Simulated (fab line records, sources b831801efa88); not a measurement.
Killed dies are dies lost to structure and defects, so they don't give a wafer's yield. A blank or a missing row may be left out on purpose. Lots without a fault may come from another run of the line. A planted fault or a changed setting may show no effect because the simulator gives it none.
Chamber matching | flow sky130 | SKY_CAP2M_CVD_00 on pecvd-02: 3 sister chambers
The step deposits SiO2, target thk 15.5 nm. 3 wafers are shown with their chamber, then 9 later ones without.

WAFERS WITH THEIR CHAMBER
wafer  | chamber | heater_power_w (W)
L084.6 | 2       | 745
L089.4 | 1       | 666
L089.5 | 0       | 595

WAFERS WITHOUT THEIR CHAMBER
wafer  | heater_power_w (W)
L092.1 | 685
L092.5 | 773
L092.6 | 617
L094.1 | 687
L094.3 | 739
L094.4 | 667
L096.2 | 672
L096.3 | 530
L096.5 | 520

WHICH CHAMBER EACH WENT THROUGH
wafer  | from the rows above          | in truth
L092.1 | can't be placed: 1 or 2 or 0 | 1
L092.5 | 2                            | 2
L092.6 | can't be placed: 0 or 1      | 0
L094.1 | can't be placed: 1 or 2 or 0 | 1
L094.3 | can't be placed: 2 or 1      | 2
L094.4 | can't be placed: 1 or 0      | 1
L096.2 | can't be placed: 1 or 2 or 0 | 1
L096.3 | can't be placed: 0 or 1      | 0
L096.5 | can't be placed: 0 or 1      | 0
Placed correctly: 1 of 9. Can't be placed from these rows: 8 (the true chamber is among the candidates in 8). Placed wrongly: 0.
How it was worked out, from the rows above alone: a wafer's distance from a chamber is the root of the sum, over the readings, of the square of ((its reading less the chamber's mean) divided by the reading's scatter). The wafer belongs to the nearest chamber; if the next one is less than 2 further off, it can't be placed. A chamber's mean is the mean of its shown wafers. The scatter: with one shown wafer a chamber, the root of the mean of the squares of how far each hidden wafer lies from its nearest shown one.
